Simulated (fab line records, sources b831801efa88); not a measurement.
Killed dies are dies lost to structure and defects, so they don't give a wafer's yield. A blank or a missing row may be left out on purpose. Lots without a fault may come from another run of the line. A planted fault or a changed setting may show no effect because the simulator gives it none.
Which tool did it? | flow sky130 | 14 lots, 42 wafers sampled, at 5 steps of a route of 708

WHAT THE GAUGES READ, wafer by wafer
SKY_METAL2_OVL_MEAS_16. Usual: METAL2_OVL 0 nm, standard deviation 4.9.
lot  | measured     | on         | METAL2_OVL (nm) | flag
L851 | day 34 21:47 | overlay-02 | 10 10 1         |
L852 | day 35 02:06 | overlay-02 | 2 6 1           |
L853 | day 35 15:38 | overlay-01 | 3 -3 3          |
L856 | day 37 06:23 | overlay-01 | -15 -5 -3       |
L857 | day 37 07:41 | overlay-02 | -2 0 4          |
L862 | day 38 11:21 | overlay-02 | 5 2 3           |
L867 | day 40 10:09 | overlay-01 | 3 -2 -4         |
L868 | day 40 11:02 | overlay-02 | -1 -2 -2        |
L869 | day 40 18:59 | overlay-01 | 5 -2 2          |
L870 | day 40 21:17 | overlay-02 | 2 -3 -2         |
L871 | day 41 06:14 | overlay-02 | 2 -3 4          |
L872 | day 41 10:03 | overlay-01 | 7 7 2           |
L873 | day 42 03:56 | overlay-02 | -3 -9 -6        |
L874 | day 42 06:35 | overlay-02 | 4 0 -1          |

SKY_CAPM_OVL_MEAS_12. Usual: CAPM_OVL -1.0 nm, standard deviation 1.3.
lot  | measured     | on         | CAPM_OVL (nm)  | flag
L851 | day 37 05:04 | overlay-02 | -0.2 -1.7 -2.0 |
L852 | day 37 09:05 | overlay-01 | 2.2 2.1 1.7    |
L853 | day 37 22:13 | overlay-01 | -0.8 -1.9 -2.1 |
L856 | day 39 12:28 | overlay-01 | 0.4 -1.9 -0.3  |
L857 | day 39 13:56 | overlay-02 | 0.2 -1.1       |
L862 | day 40 15:41 | overlay-01 | -2.1 -0.3      |
L867 | day 42 13:29 | overlay-01 | 0.5 0.1 0.0    |
L868 | day 42 14:16 | overlay-02 | -1.4 -1.7 -1.5 |
L869 | day 42 21:59 | overlay-01 | -3.5 -1.4 -2.9 |
L870 | day 42 23:19 | overlay-01 | -0.5 -1.1 -1.9 |
L871 | day 43 08:14 | overlay-01 | -1.4 -0.3 0.3  |
L872 | day 43 11:28 | overlay-02 | -3.1 -1.1 -1.3 |
L873 | day 44 04:16 | overlay-02 | -1.0 -1.4 -2.9 |
L874 | day 44 08:10 | overlay-02 | -0.4 -2.8 -0.6 |

WHICH TOOL RAN EACH LOT (tool, then ch and the chambers of the sampled wafers, then the start)
lot  | SKY_METAL2_METAL_ETCH_19          | SKY_METAL2_STRIP_20                  | SKY_CAPM_CVD_00
L851 | rie_metal-01 ch 0,1, day 34 21:55 | plasma_asher-04 ch 0,1, day 34 22:00 | pecvd-03 ch 0,2, day 36 03:01
L852 | rie_metal-03 ch 0,1, day 35 02:15 | plasma_asher-02 ch 0,1, day 35 02:21 | pecvd-02 ch 0,2, day 36 07:01
L853 | rie_metal-04 ch 0,1, day 35 15:46 | plasma_asher-03 ch 0,1, day 35 15:51 | pecvd-03 ch 1,2, day 36 20:17
L856 | rie_metal-03 ch 0,1, day 37 06:31 | plasma_asher-04 ch 0,1, day 37 06:37 | pecvd-04 ch 0,2, day 38 11:04
L857 | rie_metal-01 ch 0,1, day 37 07:49 | plasma_asher-03 ch 0,1, day 37 07:54 | pecvd-03 ch 1, day 38 12:55
L862 | rie_metal-01 ch 0,1, day 38 11:28 | plasma_asher-03 ch 0,1, day 38 11:34 | pecvd-02 ch 1,2, day 39 15:04
L867 | rie_metal-03 ch 0,1, day 40 10:18 | plasma_asher-03 ch 0,1, day 40 10:23 | pecvd-03 ch 0,1,2, day 41 13:35
L868 | rie_metal-04 ch 0,1, day 40 11:10 | plasma_asher-03 ch 0,1, day 40 11:16 | pecvd-04 ch 1,2, day 41 14:18
L869 | rie_metal-01 ch 0,1, day 40 19:07 | plasma_asher-03 ch 0,1, day 40 19:12 | pecvd-02 ch 1,2, day 41 22:35
L870 | rie_metal-03 ch 0,1, day 40 21:25 | plasma_asher-03 ch 0,1, day 40 21:31 | pecvd-04 ch 1,2, day 42 00:15
L871 | rie_metal-03 ch 0, day 41 06:31   | plasma_asher-03 ch 0,1, day 41 06:40 | pecvd-02 ch 0,2, day 42 09:17
L872 | rie_metal-04 ch 0,1, day 41 10:10 | plasma_asher-02 ch 0, day 41 10:16   | pecvd-04 ch 0,2, day 42 12:35
L873 | rie_metal-04 ch 1, day 42 04:04   | plasma_asher-02 ch 1, day 42 04:10   | pecvd-04 ch 0,1, day 43 06:00
L874 | rie_metal-04 ch 0,1, day 42 06:43 | plasma_asher-03 ch 0,1, day 42 06:48 | pecvd-03 ch 0,1, day 43 08:48
- SKY_METAL2_METAL_ETCH_19: etches the open film in Cl2/BCl3, stops on SiO2, target depth 360 nm, time 78 s.
- SKY_METAL2_STRIP_20: strips in O2/N2.
- SKY_CAPM_CVD_00: deposits SiO2, target thk 15.5 nm.

WHAT THE TOOLS THEMSELVES READ (means of the sampled wafers that have a number; where no wafer has one, the mark that the record gives instead)
SKY_METAL2_METAL_ETCH_19. Usual: bcl3_flow_sccm 29.99 sccm, standard deviation 0.091; drypump_motor_current_A 5.9 A, standard deviation 0.52; oes_product_au 0.852 a.u., standard deviation 0.0064; throttle_valve_pct 22.265 %, standard deviation 0.0095.
lot  | tool         | bcl3_flow_sccm (sccm) | drypump_motor_current_A (A) | oes_product_au (a.u.) | throttle_valve_pct (%) | flag
L851 | rie_metal-01 | 30.00                 | 5.9                         | 0.850                 | 22.272                 |
L852 | rie_metal-03 | 29.99                 | 6.2                         | 0.852                 | 22.264                 |
L853 | rie_metal-04 | 30.01                 | 5.5                         | 0.857                 | 22.275                 |
L856 | rie_metal-03 | 29.90                 | 6.4                         | 0.855                 | 22.267                 |
L857 | rie_metal-01 | 29.94                 | 5.9                         | 0.809                 | 22.278                 | OFF
L862 | rie_metal-01 | 30.00                 | 5.9                         | 0.806                 | 22.263                 | OFF
L867 | rie_metal-03 | 29.94                 | 6.2                         | 0.851                 | 22.269                 |
L868 | rie_metal-04 | 30.08                 | 5.4                         | 0.856                 | 22.263                 |
L869 | rie_metal-01 | 29.94                 | 5.9                         | 0.842                 | 22.262                 |
L870 | rie_metal-03 | 30.01                 | 6.4                         | 0.856                 | 22.269                 |
L871 | rie_metal-03 | 30.07                 | 5.9                         | 0.860                 | 22.263                 |
L872 | rie_metal-04 | 29.97                 | 5.4                         | 0.850                 | 22.262                 |
L873 | rie_metal-04 | 29.93                 | 6.1                         | 0.854                 | 22.250                 |
L874 | rie_metal-04 | 30.09                 | 5.8                         | 0.860                 | 22.258                 |

SKY_METAL2_STRIP_20. Usual: drypump_motor_current_A 5.8 A, standard deviation 0.62; oes_product_au 0.345 a.u., standard deviation 0.005; strip_time_to_endpoint_s 2.75 s, standard deviation 0.038.
lot  | tool            | drypump_motor_current_A (A) | oes_product_au (a.u.) | strip_time_to_endpoint_s (s) | flag
L851 | plasma_asher-04 | 6.6                         | 0.345                 | 2.74                         |
L852 | plasma_asher-02 | 5.7                         | 0.348                 | 2.76                         |
L853 | plasma_asher-03 | 5.6                         | 0.345                 | 2.74                         |
L856 | plasma_asher-04 | 6.6                         | 0.347                 | 2.77                         |
L857 | plasma_asher-03 | 5.3                         | 0.357                 | 3.08                         | OFF
L862 | plasma_asher-03 | 5.6                         | 0.362                 | 3.11                         | OFF
L867 | plasma_asher-03 | 5.3                         | 0.346                 | 2.72                         |
L868 | plasma_asher-03 | 5.6                         | 0.344                 | 2.77                         |
L869 | plasma_asher-03 | 5.6                         | 0.347                 | 2.74                         |
L870 | plasma_asher-03 | 5.3                         | 0.349                 | 2.78                         |
L871 | plasma_asher-03 | 5.6                         | 0.345                 | 2.69                         |
L872 | plasma_asher-02 | 5.7                         | 0.343                 | 2.79                         |
L873 | plasma_asher-02 | 5.6                         | 0.351                 | 2.80                         |
L874 | plasma_asher-03 | 5.6                         | 0.344                 | 2.75                         |

SKY_CAPM_CVD_00. Usual: heater_power_w 738 W, standard deviation 98.
lot  | tool     | heater_power_w (W) | flag
L851 | pecvd-03 | 679                |
L852 | pecvd-02 | 687                |
L853 | pecvd-03 | 686                |
L856 | pecvd-04 | 852                |
L857 | pecvd-03 | 630                |
L862 | pecvd-02 | 700                |
L867 | pecvd-03 | 698                |
L868 | pecvd-04 | 807                |
L869 | pecvd-02 | 794                |
L870 | pecvd-04 | 734                |
L871 | pecvd-02 | 621                |
L872 | pecvd-04 | 859                |
L873 | pecvd-04 | 764                |
L874 | pecvd-03 | 704                |

THE ANSWER, worked out from the rows above alone
Rule: a lot is off if the mean of its wafers that have a number lies more than 3 standard deviations from the usual mean. A lot without any number at a reading at which 4 lots or more have one is off too. The other lots that the step has rows for count as sound. The gauges are gone through in route order, then the tools' own readings, and for those a lot's mean is taken as printed above. The first step at which some lot is off is used, and at that step the reading that is off furthest; a lot without a number counts as furthest.
Off: L857, L862, at SKY_METAL2_METAL_ETCH_19 (oes_product_au).
A tool fits if, at that step or a process step before it, it ran every lot that is off, and no sound lot after the first of them. None of those tried fits.

WHAT THE SIMULATOR HAD PUT IN
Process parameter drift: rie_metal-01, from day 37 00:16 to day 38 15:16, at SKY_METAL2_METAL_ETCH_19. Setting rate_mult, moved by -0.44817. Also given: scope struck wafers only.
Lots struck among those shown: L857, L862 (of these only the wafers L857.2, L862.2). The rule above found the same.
